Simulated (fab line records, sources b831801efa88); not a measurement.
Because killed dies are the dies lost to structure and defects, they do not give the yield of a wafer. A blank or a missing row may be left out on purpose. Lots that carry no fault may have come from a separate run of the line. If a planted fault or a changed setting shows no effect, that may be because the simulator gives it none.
Which tool was responsible? || flow sky130 || 30 wafers from 10 lots sampled at 4 of the route's 708 steps

WHAT EACH GAUGE READ, for each wafer
SKY_PASSIVATION_THK_MEAS_03.
{"lot": "L994", "measured": "day 43 22:07", "on": "filmMetro-04", "PASSIVATION_CVD_02_THK (nm)": "542 537 541"}
{"lot": "L995", "measured": "day 44 10:49", "on": "filmMetro-03", "PASSIVATION_CVD_02_THK (nm)": "549 548 545"}
{"lot": "L999", "measured": "day 45 13:46", "on": "filmMetro-02", "PASSIVATION_CVD_02_THK (nm)": "541 539 550"}
{"lot": "L100", "measured": "day 45 15:06", "on": "filmMetro-03", "PASSIVATION_CVD_02_THK (nm)": "545 553 294"}
{"lot": "L103", "measured": "day 46 11:25", "on": "filmMetro-03", "PASSIVATION_CVD_02_THK (nm)": "292 547 290"}
{"lot": "L105", "measured": "day 46 19:42", "on": "filmMetro-03", "PASSIVATION_CVD_02_THK (nm)": "530 545 536"}
{"lot": "L106", "measured": "day 46 23:45", "on": "filmMetro-03", "PASSIVATION_CVD_02_THK (nm)": "540 533 540"}
{"lot": "L109", "measured": "day 47 18:12", "on": "filmMetro-02", "PASSIVATION_CVD_02_THK (nm)": "542 551 555"}
{"lot": "L112", "measured": "day 48 16:57", "on": "filmMetro-02", "PASSIVATION_CVD_02_THK (nm)": "534 534 547"}
{"lot": "L113", "measured": "day 48 23:29", "on": "filmMetro-04", "PASSIVATION_CVD_02_THK (nm)": "535 537 539"}

EACH LOT AND THE TOOL THAT RAN IT (in order: tool; ch and the chambers of the sampled wafers; start)
{"lot": "L994", "SKY_METAL1_SPUTTER_01": "pvdSputter-04, day 31 12:26", "SKY_VIA1_CMP_24": "cmp-01 ch 0,1,2, day 33 19:58", "SKY_PASSIVATION_CVD_02": "pecvd-04 ch 0,1,2, day 43 21:54"}
{"lot": "L995", "SKY_METAL1_SPUTTER_01": "pvdSputter-04, day 32 03:46", "SKY_VIA1_CMP_24": "cmp-01 ch 0,2,3, day 34 11:15", "SKY_PASSIVATION_CVD_02": "pecvd-04 ch 1,2, day 44 10:35"}
{"lot": "L999", "SKY_METAL1_SPUTTER_01": "pvdSputter-04, day 33 10:55", "SKY_VIA1_CMP_24": "cmp-02 ch 1,2,3, day 35 18:16", "SKY_PASSIVATION_CVD_02": "pecvd-04 ch 0,2, day 45 13:25"}
{"lot": "L100", "SKY_METAL1_SPUTTER_01": "pvdSputter-04, day 33 13:44", "SKY_VIA1_CMP_24": "cmp-01 ch 0,1,2, day 35 21:08", "SKY_PASSIVATION_CVD_02": "pecvd-04 ch 0,1,2, day 45 14:52"}
{"lot": "L103", "SKY_METAL1_SPUTTER_01": "pvdSputter-04, day 34 13:36", "SKY_VIA1_CMP_24": "cmp-01 ch 0,1,2, day 36 22:08", "SKY_PASSIVATION_CVD_02": "pecvd-04 ch 0,2, day 46 11:11"}
{"lot": "L105", "SKY_METAL1_SPUTTER_01": "pvdSputter-04, day 34 23:19", "SKY_VIA1_CMP_24": "cmp-01 ch 0,2, day 37 07:59", "SKY_PASSIVATION_CVD_02": "pecvd-02 ch 0,1,2, day 46 19:27"}
{"lot": "L106", "SKY_METAL1_SPUTTER_01": "pvdSputter-04, day 35 07:07", "SKY_VIA1_CMP_24": "cmp-02 ch 0,2,3, day 37 14:56", "SKY_PASSIVATION_CVD_02": "pecvd-01 ch 0,1,2, day 46 23:32"}
{"lot": "L109", "SKY_METAL1_SPUTTER_01": "pvdSputter-04, day 36 07:54", "SKY_VIA1_CMP_24": "cmp-02 ch 0,1, day 38 15:37", "SKY_PASSIVATION_CVD_02": "pecvd-01 ch 0,1,2, day 47 17:58"}
{"lot": "L112", "SKY_METAL1_SPUTTER_01": "pvdSputter-04, day 37 14:37", "SKY_VIA1_CMP_24": "cmp-01 ch 0,1,3, day 39 22:36", "SKY_PASSIVATION_CVD_02": "pecvd-02 ch 1,2, day 48 16:43"}
{"lot": "L113", "SKY_METAL1_SPUTTER_01": "pvdSputter-01, day 38 02:18", "SKY_VIA1_CMP_24": "cmp-02 ch 2,3, day 40 09:29", "SKY_PASSIVATION_CVD_02": "pecvd-02 ch 0,1,2, day 48 23:16"}
- SKY_METAL1_SPUTTER_01: material TiN, target thk 20 nm, time 16.7 s.
- SKY_VIA1_CMP_24: polishes, stops on SiO2, t overpolish 15 s, target thk 0 nm.
- SKY_PASSIVATION_CVD_02: deposits Si3N4, target thk 540 nm.

THE ANSWER, worked out from the rows above alone
Rule: the usual values come from the lots themselves. Put in order of their means at a reading, lots are off if they are a third of the lots or fewer, leave a main group of 4 or more, and stand apart from it by a gap of 3 or more times the standard deviation of the main group's means; of several such gaps the widest counts. A main group is skipped when, at the precision printed for the reading in the tables above, its means are all equal. A lot without any number at a reading at which 4 lots or more have one is off too. All remaining lots with rows at the step are treated as sound.
Off: L100, L103, seen at SKY_PASSIVATION_THK_MEAS_03 (PASSIVATION_CVD_02_THK). The main group: mean 541 nm, standard deviation 4.6.
If a tool, at a process step before that reading, ran all the lots that are off and no sound lot after the first of them, it fits. Those tools and the gauges at SKY_PASSIVATION_THK_MEAS_03 are tried in the same way. One candidate fits, namely pecvd-04 at SKY_PASSIVATION_CVD_02. Its last sound lot is L999 (day 45 13:25), its first lot that is off L100 (day 45 14:52): a fault that began between those two fits.

WHAT THE SIMULATOR PUT IN
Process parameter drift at SKY_PASSIVATION_CVD_02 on pecvd-04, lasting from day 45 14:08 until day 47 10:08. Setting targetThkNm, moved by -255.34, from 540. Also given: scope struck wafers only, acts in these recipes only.
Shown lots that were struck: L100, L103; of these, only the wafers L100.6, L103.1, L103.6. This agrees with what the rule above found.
